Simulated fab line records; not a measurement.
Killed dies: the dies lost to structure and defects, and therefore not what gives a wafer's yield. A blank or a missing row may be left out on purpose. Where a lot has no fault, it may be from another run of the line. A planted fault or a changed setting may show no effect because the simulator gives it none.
The tool behind it: which one? + flow gf180mcu + 39 wafers from 13 lots sampled at 5 of the route's 602 steps

## WHAT EACH GAUGE READ, for each wafer
GF_NSD_TW_MEAS_12.
| lot  | measured     | on            | NSD_TW         |
|------|--------------|---------------|----------------|
| L771 | day 13 14:57 | film-metro-01 | 4210 4207 4184 |
| L772 | day 13 22:18 | film-metro-02 | 4237 4232 4240 |
| L774 | day 14 17:57 | film-metro-03 | 4186 4190 4188 |
| L775 | day 14 23:11 | film-metro-02 | 4294 4286 4290 |
| L776 | day 15 09:38 | film-metro-01 | 4169 4178 4186 |
| L777 | day 16 03:00 | film-metro-03 | 4219 4214 4224 |
| L779 | day 16 14:49 | film-metro-03 | 4210 4222 4194 |
| L780 | day 16 23:59 | film-metro-03 | 4230 4218 4204 |
| L781 | day 17 06:49 | film-metro-03 | 4231 4219 4233 |
| L782 | day 17 14:32 | film-metro-02 | 4307 4298 4276 |
| L785 | day 18 11:42 | film-metro-02 | 4260 4270 4256 |
| L789 | day 19 23:32 | film-metro-02 | 4218 4241 4237 |
| L790 | day 20 08:32 | film-metro-03 | 4178 4157 4163 |

GF_PSD_CD_MEAS_07: the cd target is 400 nm.
| lot  | measured     | on        | cd-nm (nm)        |
|------|--------------|-----------|-------------------|
| L771 | day 14 11:26 | cd-sem-02 | 402.3 399.8 398.8 |
| L772 | day 14 19:12 | cd-sem-01 | 399.7 400.9 399.6 |
| L774 | day 15 14:59 | cd-sem-01 | 397.9 398.4 399.3 |
| L775 | day 15 20:35 | cd-sem-01 | 397.6 395.6 395.2 |
| L776 | day 16 07:46 | cd-sem-02 | 401.0 399.6 400.3 |
| L777 | day 17 01:00 | cd-sem-01 | 397.6 399.9 400.0 |
| L779 | day 17 12:48 | cd-sem-02 | 402.0 400.4 398.6 |
| L780 | day 17 23:06 | cd-sem-01 | 398.8 399.9 400.8 |
| L781 | day 18 05:55 | cd-sem-02 | 404.5 403.7 402.4 |
| L782 | day 18 13:29 | cd-sem-02 | 401.0 398.7 398.8 |
| L785 | day 19 11:16 | cd-sem-01 | 400.6 401.1 400.5 |
| L789 | day 20 23:20 | cd-sem-02 | 402.1 401.1 401.0 |
| L790 | day 21 08:13 | cd-sem-01 | 316.7 315.0 315.7 |

GF_SAB_OVL_MEAS_10.
| lot  | measured     | on         | SAB_OVL (nm)   |
|------|--------------|------------|----------------|
| L771 | day 15 09:30 | overlay-01 | -1.6 0.9 0.2   |
| L772 | day 15 17:28 | overlay-01 | 1.3 2.8 2.4    |
| L774 | day 16 14:17 | overlay-02 | -2.1 0.4 -0.4  |
| L775 | day 16 19:59 | overlay-02 | 1.0 0.0 0.9    |
| L776 | day 17 06:55 | overlay-01 | -0.8 -0.5 0.3  |
| L777 | day 18 01:00 | overlay-01 | 3.1 2.6 0.3    |
| L779 | day 18 13:03 | overlay-02 | 1.4 0.0 1.2    |
| L780 | day 18 23:27 | overlay-01 | 3.8 2.3 3.0    |
| L781 | day 19 06:55 | overlay-02 | -2.4 -0.4 -1.5 |
| L782 | day 19 13:57 | overlay-01 | 0.4 1.4 0.8    |
| L785 | day 20 12:25 | overlay-02 | 1.8 -1.2 1.9   |
| L789 | day 21 23:50 | overlay-02 | -1.0 1.5 1.2   |
| L790 | day 22 08:39 | overlay-01 | -0.6 1.7 1.7   |

GF_SALICIDE_THK_MEAS_05: measures by xrf.
| lot  | measured     | on            | SALICIDE_TIN_THK (nm) |
|------|--------------|---------------|-----------------------|
| L771 | day 15 10:03 | film-metro-03 | 20.0 20.0 20.0        |
| L772 | day 15 18:04 | film-metro-02 | 20.4 20.3 20.0        |
| L774 | day 16 14:50 | film-metro-02 | 20.0 20.3 20.1        |
| L775 | day 16 20:34 | film-metro-03 | 20.9 20.6 20.3        |
| L776 | day 17 07:31 | film-metro-03 | 19.9 20.0 19.8        |
| L777 | day 18 01:33 | film-metro-02 | 20.3 20.5 20.4        |
| L779 | day 18 13:37 | film-metro-03 | 19.9 20.2 20.1        |
| L780 | day 19 00:01 | film-metro-04 | 19.7 20.0 19.7        |
| L781 | day 19 07:28 | film-metro-04 | 20.2 20.1 19.5        |
| L782 | day 19 14:30 | film-metro-03 | 20.4 20.3 20.0        |
| L785 | day 20 12:58 | film-metro-03 | 19.6 20.2 20.2        |
| L789 | day 22 00:23 | film-metro-03 | 20.8 20.3 20.7        |
| L790 | day 22 09:12 | film-metro-03 | 20.3 20.3 20.2        |

## WHICH TOOL RAN EACH LOT (tool, then ch and the chambers of the sampled wafers, then the start)
| lot  | GF_PSD_EXPOSE_04                    |
|------|-------------------------------------|
| L771 | iline-stepper-01 ch 0, day 14 01:31 |
| L772 | iline-stepper-02 ch 0, day 14 08:55 |
| L774 | iline-stepper-01 ch 0, day 15 04:39 |
| L775 | iline-stepper-01 ch 0, day 15 09:59 |
| L776 | iline-stepper-01 ch 0, day 15 20:43 |
| L777 | iline-stepper-01 ch 0, day 16 14:28 |
| L779 | iline-stepper-02 ch 0, day 17 01:36 |
| L780 | iline-stepper-02 ch 0, day 17 11:33 |
| L781 | iline-stepper-01 ch 0, day 17 18:38 |
| L782 | iline-stepper-01 ch 0, day 18 01:59 |
| L785 | iline-stepper-01 ch 0, day 18 23:44 |
| L789 | iline-stepper-01 ch 0, day 20 11:41 |
| L790 | iline-stepper-02 ch 0, day 20 20:51 |
- GF_PSD_EXPOSE_04: exposes mask Pplus, target cd 400 nm.

## AS READ BY THE TOOLS THEMSELVES (means over the sampled wafers that have a number; for cases with no such wafer, the mark the record gives instead)
The record holds no such reading with a usual standard deviation.

## THE ANSWER, worked out from the rows above alone
Rule: what is usual is taken from the lots themselves. Put in order of their means at a reading, lots are off if they are a third of the lots or fewer, leave a main group of 4 or more, and stand apart from it by a gap of 3 or more times the standard deviation of the main group's means; of several such gaps the widest counts. If all means in a main group match to the digits the tables above print for the reading, that group is not used. A lot without any number at a reading at which 4 lots or more have one is off too. All remaining lots with rows at the step are treated as sound. First the gauges in route order, then the tools' own readings, where a lot's mean is used as printed above. At the first step where some lot is off, the reading lying furthest off is the one used; lots without a number count as furthest.
Off: L790 (GF_PSD_CD_MEAS_07, cd-nm). For the main group the mean is 400.0 nm and the standard deviation 1.7.
If a tool, at a process step before that reading, ran all the lots that are off and no sound lot after the first of them, it fits. The gauges at GF_PSD_CD_MEAS_07 are tried like those tools. Undecided on this evidence; 2 tools fit (iline-stepper-02 at GF_PSD_EXPOSE_04, cd-sem-01 at GF_PSD_CD_MEAS_07).

## WHAT HAD BEEN PUT IN BY THE SIMULATOR
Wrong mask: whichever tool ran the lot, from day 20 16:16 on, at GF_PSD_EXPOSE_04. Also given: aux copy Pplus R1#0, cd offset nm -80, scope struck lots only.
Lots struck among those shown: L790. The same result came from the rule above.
